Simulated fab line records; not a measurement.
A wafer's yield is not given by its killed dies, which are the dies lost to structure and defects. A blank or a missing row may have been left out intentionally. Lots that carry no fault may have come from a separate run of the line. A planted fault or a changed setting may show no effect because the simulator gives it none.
Comparing a struck lot with a sound one || flow sky130 || 15 steps out of a route of 708
Sound: these wafers, L413.3, L413.4, L413.6. The struck wafers were L422.2, L422.4, L422.6. The cause comes at the end.
Order at every step that has rows: each side's tool, ch and its chambers, its first start. Under that, the readings that differ: sound wafers || struck wafers || difference of the means || sigmas: that difference in standard deviations of wafers without a fault.
alike: same words and numbers on both sides, and readings whose means sit less than 2 such deviations apart. not compared: any withheld reading, any reading some wafer has no value for, any bound like >300 that may hide the same value, and any number with overlapping values for which the record gives no deviation.
A row with sigmas, a row that says differs or no value, or rows on one side alone: a step with any of these is where the two part. Non-overlapping numbers with no deviation appear without sigmas and do not part them. A reading missing from all wafers of one side parts the sides only when that side holds two or more wafers.

SKY_NWELL_RS_MEAS_29: the measuring method here is four-point-probe.
  sound on film_metro-01, day 6 21:33; struck on film_metro-02, day 9 06:35
  alike: NWELL_RS
SKY_NWELL_RS_MEAS_31: the measuring method here is four-point-probe.
  sound on film_metro-01, day 6 21:47; struck on film_metro-02, day 9 06:49
  alike: PWDE_RS
then, 7 steps without rows for these wafers: SKY_VT_ADJUST_HVTP_DEHYDRATE_00 (time 60 s); SKY_VT_ADJUST_HVTP_HMDS_01 (prime time 60 s); SKY_VT_ADJUST_HVTP_COAT_02 (resist thk 1140 nm); SKY_VT_ADJUST_HVTP_SOFTBAKE_03 (time 60 s); SKY_VT_ADJUST_HVTP_EXPOSE_04 (exposes mask HVTPM, target cd 380 nm); SKY_VT_ADJUST_HVTP_PEB_05; SKY_VT_ADJUST_HVTP_DEVELOP_06 (develop time 60 s).
SKY_VT_ADJUST_HVTP_CD_MEAS_07: the cd target is 380 nm.
  sound on cd_sem-02, day 7 17:21; struck on cd_sem-02, day 10 04:13
{"reading": "cd_nm (nm)", "sound": "375.5 375.4 375.2", "struck": "383.5 384.5 382.0", "difference": "+8.0", "sigmas": "+3"}
SKY_VT_ADJUST_HVTP_OVL_MEAS_08:
  sound on overlay-01, day 7 17:26; struck on overlay-02, day 10 04:19
  alike: VT_ADJUST_HVTP_OVL
SKY_VT_ADJUST_HVTP_IMPLANT_09:
  sound on implanter-02 ch 0, day 7 17:31; struck on implanter-02 ch 0, day 10 04:23
{"reading": "dose_ions_cm2", "sound": "4.299e+12 4.296e+12 4.3e+12", "struck": "1.56e+12 1.557e+12 1.555e+12", "difference": -2.74e+12, "sigmas": "-99 or more"}
{"reading": "faraday_current_uA", "sound": "23.8 24.0 23.7", "struck": "8.6 8.4 8.9", "difference": -15.2, "sigmas": -29}
  alike: beam_energy_keV
SKY_VT_ADJUST_HVTP_STRIP_10: strips in O2/N2.
  sound on plasma_asher-01 ch 0,1, day 7 17:39; struck on plasma_asher-01 ch 0,1, day 10 04:30
  alike: drypump_motor_current_A, oes_product_au, strip_time_to_endpoint_s
  not compared: rf_hours_counter_h
SKY_VT_ADJUST_HVTP_TW_MEAS_11:
  sound on film_metro-03, day 7 17:44; struck on film_metro-03, day 10 04:37
{"reading": "VT_ADJUST_HVTP_TW", "sound": "1373 1376 1372", "struck": "990 991 993", "difference": -382, "sigmas": -38}
then, 1 step without rows for these wafers: SKY_VT_ADJUST_LVTN_DEHYDRATE_00 (time 60 s).

WHERE THEY PART
Last at SKY_VT_ADJUST_HVTP_TW_MEAS_11 as far as this record goes, first at SKY_VT_ADJUST_HVTP_CD_MEAS_07.

WHY: what had been put in by the simulator
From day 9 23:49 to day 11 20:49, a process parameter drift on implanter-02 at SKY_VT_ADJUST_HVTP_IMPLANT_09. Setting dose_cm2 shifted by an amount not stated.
